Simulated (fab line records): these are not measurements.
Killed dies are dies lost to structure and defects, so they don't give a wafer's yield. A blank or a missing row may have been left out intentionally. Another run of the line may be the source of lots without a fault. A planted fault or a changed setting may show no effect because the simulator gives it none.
Chamber matching / flow sky130 / SKY_CONTACT_CMP_04 on cmp-02 has 4 sister chambers
The step polishes SiO2. 8 wafers are shown with their chamber, then 8 later ones without.

## EACH WAFER AND ITS CHAMBER
wafer=L220.5; chamber=0; motor-current-A (A)=10.9; time-to-endpoint-s (s)=74
wafer=L222.4; chamber=3; motor-current-A (A)=12.5; time-to-endpoint-s (s)=80
wafer=L224.1; chamber=3; motor-current-A (A)=12.9; time-to-endpoint-s (s)=86
wafer=L235.3; chamber=0; motor-current-A (A)=11.3; time-to-endpoint-s (s)=81
wafer=L233.2; chamber=1; motor-current-A (A)=9.8; time-to-endpoint-s (s)=81
wafer=L233.3; chamber=2; motor-current-A (A)=11.9; time-to-endpoint-s (s)=88
wafer=L233.6; chamber=2; motor-current-A (A)=11.7; time-to-endpoint-s (s)=88
wafer=L236.1; chamber=1; motor-current-A (A)=10.1; time-to-endpoint-s (s)=81

## WAFERS MISSING THEIR CHAMBER
wafer=L236.3; motor-current-A (A)=11.4; time-to-endpoint-s (s)=83
wafer=L236.6; motor-current-A (A)=11.0; time-to-endpoint-s (s)=83
wafer=L239.1; motor-current-A (A)=13.0; time-to-endpoint-s (s)=91
wafer=L239.3; motor-current-A (A)=10.3; time-to-endpoint-s (s)=85
wafer=L239.5; motor-current-A (A)=11.7; time-to-endpoint-s (s)=90
wafer=L240.3; motor-current-A (A)=11.6; time-to-endpoint-s (s)=89
wafer=L240.4; motor-current-A (A)=12.6; time-to-endpoint-s (s)=86
wafer=L240.5; motor-current-A (A)=11.3; time-to-endpoint-s (s)=76

## WHICH CHAMBER EACH ONE RAN IN
wafer=L236.3; from the rows above=can't be placed: 0 or 2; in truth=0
wafer=L236.6; from the rows above=can't be placed: 0 or 2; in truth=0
wafer=L239.1; from the rows above=3; in truth=3
wafer=L239.3; from the rows above=1; in truth=1
wafer=L239.5; from the rows above=2; in truth=2
wafer=L240.3; from the rows above=2; in truth=2
wafer=L240.4; from the rows above=3; in truth=3
wafer=L240.5; from the rows above=0; in truth=0
Correctly placed: 6 of 8. These rows do not allow placing 2 (true chamber among the candidates in 2). Placed wrongly: 0.
How it was worked out, from the rows above alone: a wafer's distance from a chamber is the root of the sum, over the readings, of the square of ((its reading less the chamber's mean) divided by the reading's scatter). The wafer belongs to the nearest chamber; if the next one is less than 2 further off, it can't be placed. Each chamber's mean is taken over the wafers shown for it. How the scatter is found: for the shown wafers, subtract from each reading the mean of its chamber, square and add these, divide the total by (wafers less chambers), then take the root.
